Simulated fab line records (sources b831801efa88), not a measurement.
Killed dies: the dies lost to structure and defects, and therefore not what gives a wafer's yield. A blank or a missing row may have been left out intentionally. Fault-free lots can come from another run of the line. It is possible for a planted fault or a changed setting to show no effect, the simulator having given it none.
fab line records | flow sky130 | part 1 of 2: steps 1 to 34 of 43
record lots=5 | wafers=15 | last_day=50
route steps=708 shown RES_XHIGH@341 SD_N@342 SD_P@359 SALICIDE@361 LI_CONTACT@362
lots with no fault: from the same line, run without faults
start_h: hours from the record's opening day to when the first of the lot's shown wafers began | wait_h: hours since the lot's step before | " the same as in the row above | L1.1+2: a row that stands for several wafers | - no value, or no start was given | * or withheld: withheld | < > ~ a bound
route shown NAME@n: NAME is a module with steps in the file, n the number in the route of the first one | usual: mean/standard deviation taken from wafers without a fault | same: alike in all rows | chamber/n: place in a boat | sites: readings site by site | _std_site: standard deviation across them | _edge_site: inner sites' mean taken away from outer sites' mean | radius_mm: for every site, how far away it sits from the centre of the wafer | mask NAME#n: copy n | behind: tool/chamber where the wafer was last shaped | hold: why the lot went on hold/how many hours it stayed there/how the hold came to an end | device: whichever transistor did not switch (one of n, p or np) | end of line: the tests these same wafers got at the end of their route | for a step that has no rows: nothing shown but its recipe | killed: the dies lost at the first sort to structure and to defects; this is not the yield of the wafer | map: the dies of a wafer, with x for killed, . for not killed, _ for no die there
set.NAME: the setting that was run; set.NAME@STEP: the one run at that earlier step | model.NAME: the simulator's own value behind a step, which no gauge read
a table for each step, a row for each wafer; lots at some steps of the route
services: when a tool's chamber went out of use (start_h, in hours from the record's first day, below 0 if earlier), for how many hours, and the reason
## steps
# step SKY_RES_XHIGH_TW_MEAS_09
# usual RES_XHIGH_TW=1638/14
lot.wafer | tool          | chamber | start_h | wait_h | RES_XHIGH_TW
L083.3    | film_metro-01 | -       | 698.13  | 0.1    | 1649
L083.4    | "             | -       | "       | "      | 1648
L083.5    | "             | -       | "       | "      | 1652
L085.3    | film_metro-01 | -       | 722.36  | 0.1    | 1649
L085.5    | "             | -       | "       | "      | 1645
L085.6    | "             | -       | "       | "      | 1650
L089.3    | film_metro-02 | -       | 736.86  | 0.1    | 1628
L089.5    | "             | -       | "       | "      | 1616
L089.6    | "             | -       | "       | "      | 1618
L093.1    | film_metro-02 | -       | 770.94  | 0.1    | 1614
L093.2    | "             | -       | "       | "      | 1612
L093.4    | "             | -       | "       | "      | 1618
L096.1    | film_metro-02 | -       | 793.86  | 0.1    | 1628
L096.3    | "             | -       | "       | "      | 1627
L096.6    | "             | -       | "       | "      | 1631
# step SKY_SD_N_DEHYDRATE_00
# recipe temp_c=200 | time_s=60
lot.wafer  | tool           | chamber | start_h | wait_h
L083.3+4+5 | litho_track-03 | 0       | 712.09  | 14.0
L085.3+5+6 | litho_track-02 | 0       | 735.81  | 13.4
L089.3+5+6 | litho_track-02 | 0       | 749.06  | 12.2
L093.1+2+4 | litho_track-01 | 0       | 783.02  | 12.1
L096.1+3+6 | litho_track-01 | 0       | 806.32  | 12.5
# step SKY_SD_N_HMDS_01
# recipe prime_time_s=60 | prime_temp_c=120
# same prime_time_s=60
lot.wafer  | tool           | chamber | start_h | wait_h
L083.3+4+5 | litho_track-03 | 0       | 712.24  | 0.1
L085.3+5+6 | litho_track-02 | 0       | 735.96  | 0.1
L089.3+5+6 | litho_track-02 | 0       | 749.21  | 0.1
L093.1+2+4 | litho_track-01 | 0       | 783.17  | 0.1
L096.1+3+6 | litho_track-01 | 0       | 806.47  | 0.1
# step SKY_SD_N_COAT_02
# recipe resist=NOVOLAK | spin_rpm=3000 | resist_thk_nm=1140
lot.wafer  | tool           | chamber | start_h | wait_h
L083.3+4+5 | litho_track-03 | 0       | 712.39  | 0.1
L085.3+5+6 | litho_track-02 | 0       | 736.11  | 0.1
L089.3+5+6 | litho_track-02 | 0       | 749.36  | 0.1
L093.1+2+4 | litho_track-01 | 0       | 783.32  | 0.1
L096.1+3+6 | litho_track-01 | 0       | 806.62  | 0.1
# step SKY_SD_N_SOFTBAKE_03
# recipe temp_c=90 | time_s=60 | resist=NOVOLAK
lot.wafer  | tool           | chamber | start_h | wait_h
L083.3+4+5 | litho_track-03 | 0       | 712.54  | 0.1
L085.3+5+6 | litho_track-02 | 0       | 736.26  | 0.1
L089.3+5+6 | litho_track-02 | 0       | 749.51  | 0.1
L093.1+2+4 | litho_track-01 | 0       | 783.47  | 0.1
L096.1+3+6 | litho_track-01 | 0       | 806.77  | 0.1
# step SKY_SD_N_EXPOSE_04
# recipe mask_id=NSDM | na=0.6 | source_shape=conventional | sigma_outer=0.6 | polarization=unpolarized | target_cd_nm=380 | dose_mj=139.8
lot.wafer  | tool             | chamber | start_h | wait_h | mask
L083.3+4+5 | iline_stepper-01 | 0       | -       | -      | NSDM#0
L085.3+5+6 | iline_stepper-01 | 0       | -       | -      | NSDM#0
L089.3+5+6 | iline_stepper-01 | 0       | -       | -      | NSDM#0
L093.1+2+4 | iline_stepper-02 | 0       | -       | -      | NSDM#0
L096.1+3+6 | iline_stepper-02 | 0       | -       | -      | NSDM#0
# step SKY_SD_N_PEB_05
# recipe temp_c=withheld | time_s=* | resist=NOVOLAK
lot.wafer  | tool           | chamber | start_h | wait_h
L083.3+4+5 | litho_track-01 | 0       | -       | -
L085.3+5+6 | litho_track-03 | 0       | -       | -
L089.3+5+6 | litho_track-01 | 0       | -       | -
L093.1+2+4 | litho_track-01 | 0       | -       | -
L096.1+3+6 | litho_track-02 | 0       | -       | -
# step SKY_SD_N_DEVELOP_06
# recipe resist=NOVOLAK | developer=TMAH | develop_time_s=60 | dev_temp_c=23
lot.wafer  | tool           | chamber | start_h | wait_h
L083.3+4+5 | litho_track-01 | 0       | 725.57  | 0.1
L085.3+5+6 | litho_track-03 | 0       | 748.99  | 0.1
L089.3+5+6 | litho_track-01 | 0       | 762.92  | 0.1
L093.1+2+4 | litho_track-01 | 0       | 796.57  | 0.1
L096.1+3+6 | litho_track-02 | 0       | 820.06  | 0.1
# step SKY_SD_N_CD_MEAS_07
# recipe target_cd_nm=380
# usual cd_nm=379.7/2.5
lot.wafer | tool      | chamber | start_h | wait_h | cd_nm
L083.3    | cd_sem-02 | -       | 725.71  | 0.1    | 375.5
L083.4    | "         | -       | "       | "      | 375.4
L083.5    | "         | -       | "       | "      | 373.6
L085.3    | cd_sem-01 | -       | 749.13  | 0.1    | 378.9
L085.5    | "         | -       | "       | "      | 379.2
L085.6    | "         | -       | "       | "      | 378.9
L089.3    | cd_sem-01 | -       | 763.06  | 0.1    | 378.3
L089.5    | "         | -       | "       | "      | 380.6
L089.6    | "         | -       | "       | "      | 380.8
L093.1    | cd_sem-01 | -       | 796.72  | 0.1    | 378.9
L093.2    | "         | -       | "       | "      | 376.4
L093.4    | "         | -       | "       | "      | 378.7
L096.1    | cd_sem-01 | -       | 836.14  | 16.1   | 381.1
L096.3    | "         | -       | "       | "      | 380.6
L096.6    | "         | -       | "       | "      | 381.1
# step SKY_SD_N_OVL_MEAS_08
# usual SD_N_OVL=0.5/1.5
lot.wafer | tool       | chamber | start_h | wait_h | SD_N_OVL[nm]
L083.3    | overlay-02 | -       | 725.81  | 0.1    | 3.6
L083.4    | "          | -       | "       | "      | 3.2
L083.5    | "          | -       | "       | "      | 0.5
L085.3    | overlay-01 | -       | 749.22  | 0.1    | 1.5
L085.5    | "          | -       | "       | "      | 0.0
L085.6    | "          | -       | "       | "      | 3.3
L089.3    | overlay-02 | -       | 763.16  | 0.1    | 1.0
L089.5    | "          | -       | "       | "      | 0.0
L089.6    | "          | -       | "       | "      | 2.2
L093.1    | overlay-01 | -       | 796.84  | 0.1    | 0.8
L093.2    | "          | -       | "       | "      | -1.2
L093.4    | "          | -       | "       | "      | 1.2
L096.1    | overlay-02 | -       | 836.26  | 0.1    | -0.8
L096.3    | "          | -       | "       | "      | -0.4
L096.6    | "          | -       | "       | "      | 0.2
# step SKY_SD_N_IMPLANT_09
# recipe species=As | energy_kev=50 | dose_cm2=4e+15 | tilt_deg=0
# usual end_station_pressure_torr=1.31e-05/9e-07
lot.wafer | tool         | chamber | start_h | wait_h | end_station_pressure_torr
L083.3    | implanter-02 | 0       | 725.88  | 0.1    | 1.33e-05
L083.4    | "            | 0       | "       | "      | 1.38e-05
L083.5    | "            | 0       | "       | "      | 1.33e-05
L085.3    | implanter-02 | 0       | 749.29  | 0.1    | 1.34e-05
L085.5    | "            | 0       | "       | "      | 1.36e-05
L085.6    | "            | 0       | "       | "      | 1.31e-05
L089.3    | implanter-03 | 0       | 763.23  | 0.1    | 1.38e-05
L089.5    | "            | 0       | "       | "      | 1.47e-05
L089.6    | "            | 0       | "       | "      | 1.4e-05
L093.1    | implanter-03 | 0       | 796.88  | 0.0    | 1.23e-05
L093.2    | "            | 0       | "       | "      | 1.37e-05
L093.4    | "            | 0       | "       | "      | 1.36e-05
L096.1    | implanter-01 | 0       | 836.29  | 0.0    | 1.18e-05
L096.3    | "            | 0       | "       | "      | 1.16e-05
L096.6    | "            | 0       | "       | "      | 1.3e-05
# step SKY_SD_N_IMPLANT_10
# recipe species=P | energy_kev=20 | dose_cm2=1e+14 | tilt_deg=0
# usual end_station_pressure_torr=5.42e-06/2.5e-07
lot.wafer | tool         | chamber | start_h | wait_h | end_station_pressure_torr
L083.3    | implanter-02 | 0       | 726.03  | 0.1    | 5.61e-06
L083.4    | "            | 0       | "       | "      | 5.66e-06
L083.5    | "            | 0       | "       | "      | 5.31e-06
L085.3    | implanter-02 | 0       | 749.44  | 0.1    | 5.62e-06
L085.5    | "            | 0       | "       | "      | 5.37e-06
L085.6    | "            | 0       | "       | "      | 5.41e-06
L089.3    | implanter-03 | 0       | 763.38  | 0.1    | 5.1e-06
L089.5    | "            | 0       | "       | "      | 5.2e-06
L089.6    | "            | 0       | "       | "      | 5.31e-06
L093.1    | implanter-03 | 0       | 797.03  | 0.1    | 5.28e-06
L093.2    | "            | 0       | "       | "      | 5.43e-06
L093.4    | "            | 0       | "       | "      | 5.78e-06
L096.1    | implanter-01 | 0       | 836.44  | 0.1    | 5.15e-06
L096.3    | "            | 0       | "       | "      | 5.32e-06
L096.6    | "            | 0       | "       | "      | 5.04e-06
# step SKY_SD_N_STRIP_11
# recipe chemistry=O2/N2 | power_w=1400 | pressure_mtorr=1500 | platen_temp_c=withheld | o2_flow_sccm=3000 | n2_flow_sccm=300 | overash_fraction=0.5
# usual drypump_motor_current_A=5.3/0.35 | oes_product_au=0.528/0.0042 | strip_time_to_endpoint_s=22.54/0.045
lot.wafer | tool            | chamber | start_h | wait_h | drypump_motor_current_A | oes_product_au | rf_hours_counter_h | strip_time_to_endpoint_s
L083.3    | plasma_asher-03 | 0       | 726.16  | 0.1    | 5.5                     | 0.528          | -                  | 22.51
L083.4    | "               | 1       | "       | "      | 5.3                     | 0.526          | -                  | 22.50
L083.5    | "               | 0       | "       | "      | 5.5                     | 0.531          | -                  | 22.56
L085.3    | plasma_asher-01 | 1       | 749.58  | 0.1    | 4.9                     | 0.534          | -                  | 22.53
L085.5    | "               | 0       | "       | "      | 5.2                     | 0.532          | -                  | 22.51
L085.6    | "               | 1       | "       | "      | 4.9                     | 0.535          | -                  | 22.55
L089.3    | plasma_asher-03 | 0       | 763.51  | 0.1    | 5.5                     | 0.520          | -                  | 22.56
L089.5    | "               | 1       | "       | "      | 5.3                     | 0.531          | -                  | 22.59
L089.6    | "               | 0       | "       | "      | 5.5                     | 0.536          | -                  | 22.59
L093.1    | plasma_asher-01 | 1       | 797.18  | 0.1    | 4.8                     | 0.526          | 97                 | 22.55
L093.2    | "               | 0       | "       | "      | 5.3                     | 0.526          | 97                 | 22.55
L093.4    | "               | 0       | "       | "      | 5.3                     | 0.528          | -                  | 22.57
L096.1    | plasma_asher-02 | 0       | 836.59  | 0.1    | 5.0                     | 0.526          | 37                 | 22.49
L096.3    | "               | 1       | "       | "      | 6.1                     | 0.524          | -                  | 22.47
L096.6    | "               | 1       | "       | "      | 6.1                     | 0.528          | -                  | 22.43
# step SKY_SD_N_TW_MEAS_12
# usual SD_N_TW=3963/33
lot.wafer | tool          | chamber | start_h | wait_h | SD_N_TW
L083.3    | film_metro-04 | -       | 726.25  | 0.1    | 3969
L083.4    | "             | -       | "       | "      | 3968
L083.5    | "             | -       | "       | "      | 3992
L085.3    | film_metro-02 | -       | 749.66  | 0.1    | 3905
L085.5    | "             | -       | "       | "      | 3931
L085.6    | "             | -       | "       | "      | 3903
L089.3    | film_metro-01 | -       | 763.60  | 0.1    | 3959
L089.5    | "             | -       | "       | "      | 3977
L089.6    | "             | -       | "       | "      | 3974
L093.1    | film_metro-04 | -       | 797.28  | 0.1    | 3984
L093.2    | "             | -       | "       | "      | 3995
L093.4    | "             | -       | "       | "      | 3975
L096.1    | film_metro-04 | -       | 836.69  | 0.1    | 3964
L096.3    | "             | -       | "       | "      | 3953
L096.6    | "             | -       | "       | "      | 3958
# step SKY_SD_N_CLEAN_13
# recipe chemistry=SC1/SC2 | mix=1:4:20 | temp_c=70 | time_s=150 | dry=n2_spin
lot.wafer  | tool         | chamber | start_h | wait_h
L083.3+4+5 | wet_bench-03 | 2       | 726.29  | 0.0
L085.3+5+6 | wet_bench-04 | 2       | 749.70  | 0.0
L089.3+5+6 | wet_bench-04 | 1       | 763.64  | 0.0
L093.1+2+4 | wet_bench-03 | 2       | 797.34  | 0.1
L096.1+3+6 | wet_bench-01 | 3       | 836.75  | 0.1
# step SKY_SD_N_RTA_14
# recipe temp_c=1075 | time_s=2 | idle_temp_c=650 | ramp_up_c_per_s=150 | ramp_down_c_per_s=90 | ambient=N2
# usual chamber_o2_ppm=2.001/0.022 | lamp_power_pct=15.74/0.053 | wafer_temp_C_max=1077.9/1.3
lot.wafer | tool          | chamber | start_h | wait_h | chamber_o2_ppm | lamp_power_pct | wafer_temp_C_max
L083.3    | rtp_anneal-01 | 0       | 726.36  | 0.0    | 2.005          | 15.69          | 1076.8
L083.4    | "             | 0       | "       | "      | 1.959          | 15.77          | 1077.8
L083.5    | "             | 0       | "       | "      | 2.004          | 15.68          | 1079.8
L085.3    | rtp_anneal-02 | 0       | 749.78  | 0.0    | 2.021          | 15.66          | 1078.5
L085.5    | "             | 0       | "       | "      | 2.000          | 15.70          | 1076.1
L085.6    | "             | 0       | "       | "      | 2.009          | 15.81          | 1078.1
L089.3    | rtp_anneal-01 | 0       | 763.71  | 0.0    | 2.051          | 15.79          | 1076.0
L089.5    | "             | 0       | "       | "      | 1.991          | 15.80          | 1079.4
L089.6    | "             | 0       | "       | "      | 2.030          | 15.86          | 1075.9
L093.1    | rtp_anneal-01 | 0       | 797.39  | 0.0    | 2.001          | 15.75          | 1076.6
L093.2    | "             | 0       | "       | "      | 1.975          | 15.74          | 1079.3
L093.4    | "             | 0       | "       | "      | 2.005          | 15.71          | 1079.6
L096.1    | rtp_anneal-01 | 0       | 836.80  | 0.0    | 1.984          | 15.74          | 1078.6
L096.3    | "             | 0       | "       | "      | 2.035          | 15.85          | 1077.1
L096.6    | "             | 0       | "       | "      | 1.996          | 15.65          | 1075.6
# step SKY_SD_N_RS_MEAS_16
# recipe thk_meas_gauge=four-point-probe
# usual SD_N_RS=68.60/0.11
lot.wafer | tool          | chamber | start_h | wait_h | SD_N_RS[ohm/sq]
L083.3    | film_metro-02 | -       | 726.55  | 0.1    | 68.61
L083.4    | "             | -       | "       | "      | 68.61
L083.5    | "             | -       | "       | "      | 68.46
L085.3    | film_metro-04 | -       | 749.97  | 0.1    | 68.70
L085.5    | "             | -       | "       | "      | 68.59
L085.6    | "             | -       | "       | "      | 68.54
L089.3    | film_metro-01 | -       | 763.91  | 0.1    | 68.68
L089.5    | "             | -       | "       | "      | 68.68
L089.6    | "             | -       | "       | "      | 68.89
L093.1    | film_metro-02 | -       | 797.56  | 0.1    | 68.48
L093.2    | "             | -       | "       | "      | 68.56
L093.4    | "             | -       | "       | "      | 68.74
L096.1    | film_metro-04 | -       | 836.98  | 0.1    | 68.63
L096.3    | "             | -       | "       | "      | 68.52
L096.6    | "             | -       | "       | "      | 68.71
# step SKY_SD_N_RS_MEAS_17
# recipe thk_meas_gauge=four-point-probe
# usual SD_P_RS=147.2/0.36
lot.wafer | tool          | chamber | start_h | wait_h | SD_P_RS[ohm/sq]
L083.3    | film_metro-02 | -       | 726.67  | 0.1    | 147.3
L083.4    | "             | -       | "       | "      | 147.2
L083.5    | "             | -       | "       | "      | 147.2
L085.3    | film_metro-04 | -       | 750.09  | 0.1    | 147.5
L085.5    | "             | -       | "       | "      | 147.7
L085.6    | "             | -       | "       | "      | 147.1
L089.3    | film_metro-01 | -       | 764.03  | 0.1    | 147.5
L089.5    | "             | -       | "       | "      | 147.2
L089.6    | "             | -       | "       | "      | 147.6
L093.1    | film_metro-02 | -       | 797.68  | 0.1    | 147.1
L093.2    | "             | -       | "       | "      | 147.1
L093.4    | "             | -       | "       | "      | 147.0
L096.1    | film_metro-04 | -       | 837.10  | 0.1    | 147.4
L096.3    | "             | -       | "       | "      | 147.2
L096.6    | "             | -       | "       | "      | 147.6
# step SKY_SD_N_RS_MEAS_18
# recipe thk_meas_gauge=four-point-probe
# usual RES_XHIGH_RS=331.3/1.2
lot.wafer | tool          | chamber | start_h | wait_h | RES_XHIGH_RS[ohm/sq]
L083.3    | film_metro-02 | -       | 726.79  | 0.1    | 331.8
L083.4    | "             | -       | "       | "      | 331.5
L083.5    | "             | -       | "       | "      | 331.4
L085.3    | film_metro-04 | -       | 750.21  | 0.1    | 329.7
L085.5    | "             | -       | "       | "      | 329.4
L085.6    | "             | -       | "       | "      | 331.0
L089.3    | film_metro-01 | -       | 764.15  | 0.1    | 331.5
L089.5    | "             | -       | "       | "      | 332.2
L089.6    | "             | -       | "       | "      | 330.9
L093.1    | film_metro-02 | -       | 797.80  | 0.1    | 331.7
L093.2    | "             | -       | "       | "      | 330.5
L093.4    | "             | -       | "       | "      | 331.4
L096.1    | film_metro-04 | -       | 837.22  | 0.1    | 331.5
L096.3    | "             | -       | "       | "      | 331.1
L096.6    | "             | -       | "       | "      | 331.9
# step SKY_SALICIDE_CLEAN_00
# recipe chemistry=HF-last | time_s=30 | dilution=100:1 | dry=ipa_marangoni
lot.wafer  | tool         | chamber | start_h | wait_h
L083.3+4+5 | wet_bench-03 | 1       | 726.87  | 0.1
L085.3+5+6 | wet_bench-03 | 0       | 750.29  | 0.1
L089.3+5+6 | wet_bench-01 | 0       | 764.23  | 0.1
L093.1+2+4 | wet_bench-02 | 0       | 797.92  | 0.1
L096.1+3+6 | wet_bench-03 | 2       | 837.34  | 0.1
# step SKY_LI_CONTACT_HDPCVD_00
# recipe material=PSG | target_thk_nm=930 | sigma_open_frac=0.3 | time_s=155 | temp_c=600 | sih4_flow_sccm=60 | pressure_mtorr=6
# usual sih4_flow_sccm=60.01/0.17
lot.wafer | tool      | chamber | start_h | wait_h | sih4_flow_sccm
L083.3    | hdpcvd-01 | 0       | 726.94  | 0.1    | 59.73
L083.4    | "         | 2       | "       | "      | 60.00
L083.5    | "         | 2       | "       | "      | 59.59
L085.3    | hdpcvd-02 | 1       | 750.31  | 0.0    | 59.88
L085.5    | "         | 0       | "       | "      | 60.13
L085.6    | "         | 1       | "       | "      | 59.97
L089.3    | hdpcvd-02 | 1       | 764.25  | 0.0    | 60.09
L089.5    | "         | 1       | "       | "      | 60.14
L089.6    | "         | 0       | "       | "      | 60.04
L093.1    | hdpcvd-01 | 2       | 797.94  | 0.0    | 60.09
L093.2    | "         | 0       | "       | "      | 59.93
L093.4    | "         | 2       | "       | "      | 59.87
L096.1    | hdpcvd-01 | 2       | 837.35  | 0.0    | 59.82
L096.3    | "         | 0       | "       | "      | 60.03
L096.6    | "         | 2       | "       | "      | 59.72
# step SKY_LI_CONTACT_THK_MEAS_01
# recipe reads=PSG_of_LI_CONTACT_HDPCVD_00
# usual LI_CONTACT_HDPCVD_THK=920/14
lot.wafer | tool          | chamber | start_h | wait_h | LI_CONTACT_HDPCVD_THK[nm]
L083.3    | film_metro-01 | -       | 727.06  | 0.1    | 917
L083.4    | "             | -       | "       | "      | 904
L083.5    | "             | -       | "       | "      | 904
L085.3    | film_metro-02 | -       | 750.43  | 0.1    | 919
L085.5    | "             | -       | "       | "      | 933
L085.6    | "             | -       | "       | "      | 930
L089.3    | film_metro-02 | -       | 764.37  | 0.1    | 911
L089.5    | "             | -       | "       | "      | 926
L089.6    | "             | -       | "       | "      | 941
L093.1    | film_metro-04 | -       | 798.04  | 0.1    | 901
L093.2    | "             | -       | "       | "      | 918
L093.4    | "             | -       | "       | "      | 906
L096.1    | film_metro-02 | -       | 837.46  | 0.1    | 922
L096.3    | "             | -       | "       | "      | 930
L096.6    | "             | -       | "       | "      | 922
# step SKY_LI_CONTACT_CMP_02
# recipe material=PSG | down_force_psi=4 | platen_rpm=60 | pad_velocity_m_s=0.94248
# usual motor_current_A=12.0/1.5 | time_to_endpoint_s=31/3
lot.wafer | tool   | chamber | start_h | wait_h | motor_current_A | time_to_endpoint_s
L083.4    | cmp-01 | 2       | 727.15  | 0.1    | 10.7            | 28
L083.3    | "      | 3       | "       | "      | 12.1            | 32
L083.5    | "      | 1       | "       | "      | 14.8            | 31
L085.3    | cmp-02 | 0       | 750.52  | 0.1    | 13.5            | 28
L085.5    | "      | 3       | "       | "      | 10.8            | 27
L085.6    | "      | 0       | "       | "      | 13.5            | 29
L089.3    | cmp-02 | 2       | 764.56  | 0.2    | 11.7            | 32
L089.6    | "      | 3       | "       | "      | 10.5            | 29
L089.5    | "      | 0       | "       | "      | 13.8            | 32
L093.2    | cmp-02 | 2       | 798.10  | 0.0    | 11.5            | 31
L093.4    | "      | 3       | "       | "      | 11.1            | 25
L093.1    | "      | 1       | "       | "      | 11.9            | 32
L096.1    | cmp-02 | 0       | 837.80  | 0.3    | 13.7            | 28
L096.3    | "      | 1       | "       | "      | 12.9            | 35
L096.6    | "      | 3       | "       | "      | 10.1            | 28
# step SKY_LI_CONTACT_BOW_MEAS_03
# recipe mode=bow
# usual LI_CONTACT_BOW=56/7
lot.wafer | tool          | chamber | start_h | wait_h | LI_CONTACT_BOW[um]
L083.3    | film_metro-02 | -       | 727.44  | 0.2    | 70
L083.4    | "             | -       | "       | "      | 67
L083.5    | "             | -       | "       | "      | 65
L085.3    | film_metro-01 | -       | 750.81  | 0.2    | 57
L085.5    | "             | -       | "       | "      | 49
L085.6    | "             | -       | "       | "      | 56
L089.3    | film_metro-04 | -       | 764.75  | 0.1    | 58
L089.5    | "             | -       | "       | "      | 55
L089.6    | "             | -       | "       | "      | 53
L093.1    | film_metro-04 | -       | 798.40  | 0.1    | 60
L093.2    | "             | -       | "       | "      | 55
L093.4    | "             | -       | "       | "      | 65
L096.1    | film_metro-04 | -       | 838.00  | 0.1    | 56
L096.3    | "             | -       | "       | "      | 58
L096.6    | "             | -       | "       | "      | 60
# step SKY_LI_CONTACT_DEHYDRATE_04
# recipe temp_c=200 | time_s=60
lot.wafer  | tool           | chamber | start_h | wait_h
L083.3+4+5 | litho_track-04 | 0       | 740.79  | 13.3
L085.3+5+6 | litho_track-02 | 0       | 764.11  | 13.3
L089.3+5+6 | litho_track-02 | 0       | 776.96  | 12.2
L093.1+2+4 | litho_track-01 | 0       | 810.22  | 11.8
L096.1+3+6 | litho_track-01 | 0       | 845.02  | 7.0
# step SKY_LI_CONTACT_HMDS_05
# recipe prime_time_s=60 | prime_temp_c=120
# same prime_time_s=60
lot.wafer  | tool           | chamber | start_h | wait_h
L083.3+4+5 | litho_track-04 | 0       | 740.94  | 0.1
L085.3+5+6 | litho_track-02 | 0       | 764.26  | 0.1
L089.3+5+6 | litho_track-02 | 0       | 777.11  | 0.1
L093.1+2+4 | litho_track-01 | 0       | 810.37  | 0.1
L096.1+3+6 | litho_track-01 | 0       | 845.17  | 0.1
# step SKY_LI_CONTACT_COAT_06
# recipe resist=BARC | temp_c=withheld | time_s=withheld | spin_rpm=3000 | resist_thk_nm=60
lot.wafer  | tool           | chamber | start_h | wait_h
L083.3+4+5 | litho_track-04 | 0       | 741.09  | 0.1
L085.3+5+6 | litho_track-02 | 0       | 764.41  | 0.1
L089.3+5+6 | litho_track-02 | 0       | 777.26  | 0.1
L093.1+2+4 | litho_track-01 | 0       | 810.52  | 0.1
L096.1+3+6 | litho_track-01 | 0       | 845.32  | 0.1
# step SKY_LI_CONTACT_COAT_07
# recipe resist=KrF-thick | spin_rpm=3000 | resist_thk_nm=450
lot.wafer  | tool           | chamber | start_h | wait_h
L083.3+4+5 | litho_track-04 | 0       | -       | -
L085.3+5+6 | litho_track-02 | 0       | -       | -
L089.3+5+6 | litho_track-02 | 0       | -       | -
L093.1+2+4 | litho_track-01 | 0       | -       | -
L096.1+3+6 | litho_track-01 | 0       | -       | -
# step SKY_LI_CONTACT_SOFTBAKE_08
# recipe temp_c=100 | time_s=90 | resist=KrF-thick
lot.wafer  | tool           | chamber | start_h | wait_h
L083.3+4+5 | litho_track-04 | 0       | -       | -
L085.3+5+6 | litho_track-02 | 0       | -       | -
L089.3+5+6 | litho_track-02 | 0       | -       | -
L093.1+2+4 | litho_track-01 | 0       | -       | -
L096.1+3+6 | litho_track-01 | 0       | -       | -
# step SKY_LI_CONTACT_EXPOSE_09
# recipe mask_id=LICM1 | na=0.8 | source_shape=annular | sigma_inner=0.55 | sigma_outer=0.85 | target_cd_nm=170 | dose_mj=38
lot.wafer  | tool           | chamber | start_h | wait_h | mask
L083.3+4+5 | krf_scanner-01 | 0       | -       | -      | LICM1#0
L085.3+5+6 | krf_scanner-02 | 0       | -       | -      | LICM1#0
L089.3+5+6 | krf_scanner-01 | 0       | -       | -      | LICM1#0
L093.1+2+4 | krf_scanner-01 | 0       | -       | -      | LICM1#0
L096.1+3+6 | krf_scanner-01 | 0       | -       | -      | LICM1#0
# step SKY_LI_CONTACT_PEB_10
# recipe peb_temp_c=withheld | peb_time_s=withheld | resist=KrF-thick
lot.wafer  | tool           | chamber | start_h | wait_h
L083.3+4+5 | litho_track-02 | 0       | -       | -
L085.3+5+6 | litho_track-04 | 0       | -       | -
L089.3+5+6 | litho_track-02 | 0       | -       | -
L093.1+2+4 | litho_track-02 | 0       | -       | -
L096.1+3+6 | litho_track-02 | 0       | -       | -
# step SKY_LI_CONTACT_DEVELOP_11
# recipe develop_time_s=60 | resist=KrF-thick | dev_temp_c=21
lot.wafer  | tool           | chamber | start_h | wait_h
L083.3+4+5 | litho_track-02 | 0       | -       | -
L085.3+5+6 | litho_track-04 | 0       | -       | -
L089.3+5+6 | litho_track-02 | 0       | -       | -
L093.1+2+4 | litho_track-02 | 0       | -       | -
L096.1+3+6 | litho_track-02 | 0       | -       | -
# step SKY_LI_CONTACT_CD_MEAS_12
# recipe target_cd_nm=170
# usual cd_nm=170.6/1.6
lot.wafer | tool      | chamber | start_h | wait_h | cd_nm
L083.3    | cd_sem-02 | -       | 755.30  | -      | 172.4
L083.4    | "         | -       | "       | "      | 172.6
L083.5    | "         | -       | "       | "      | 172.6
L085.3    | cd_sem-02 | -       | 777.68  | -      | 173.1
L085.5    | "         | -       | "       | "      | 171.5
L085.6    | "         | -       | "       | "      | 172.2
L089.3    | cd_sem-01 | -       | 791.50  | -      | 170.7
L089.5    | "         | -       | "       | "      | 170.5
L089.6    | "         | -       | "       | "      | 171.2
L093.1    | cd_sem-01 | -       | 836.98  | -      | 168.8
L093.2    | "         | -       | "       | "      | 170.4
L093.4    | "         | -       | "       | "      | 170.7
L096.1    | cd_sem-01 | -       | 860.21  | -      | 170.7
L096.3    | "         | -       | "       | "      | 168.7
L096.6    | "         | -       | "       | "      | 169.0
# step SKY_LI_CONTACT_OVL_MEAS_13
# usual LI_CONTACT_OVL=-2/5.5
lot.wafer | tool       | chamber | start_h | wait_h | LI_CONTACT_OVL[nm]
L083.3    | overlay-01 | -       | 755.39  | 0.1    | 9
L083.4    | "          | -       | "       | "      | 7
L083.5    | "          | -       | "       | "      | 7
L085.3    | overlay-02 | -       | 777.77  | 0.1    | -11
L085.5    | "          | -       | "       | "      | -8
L085.6    | "          | -       | "       | "      | -15
L089.3    | overlay-01 | -       | 791.59  | 0.1    | -7
L089.5    | "          | -       | "       | "      | -8
L089.6    | "          | -       | "       | "      | -4
L093.1    | overlay-01 | -       | 837.10  | 0.1    | -3
L093.2    | "          | -       | "       | "      | -1
L093.4    | "          | -       | "       | "      | -3
L096.1    | overlay-01 | -       | 860.33  | 0.1    | 3
L096.3    | "          | -       | "       | "      | -7
L096.6    | "          | -       | "       | "      | 0
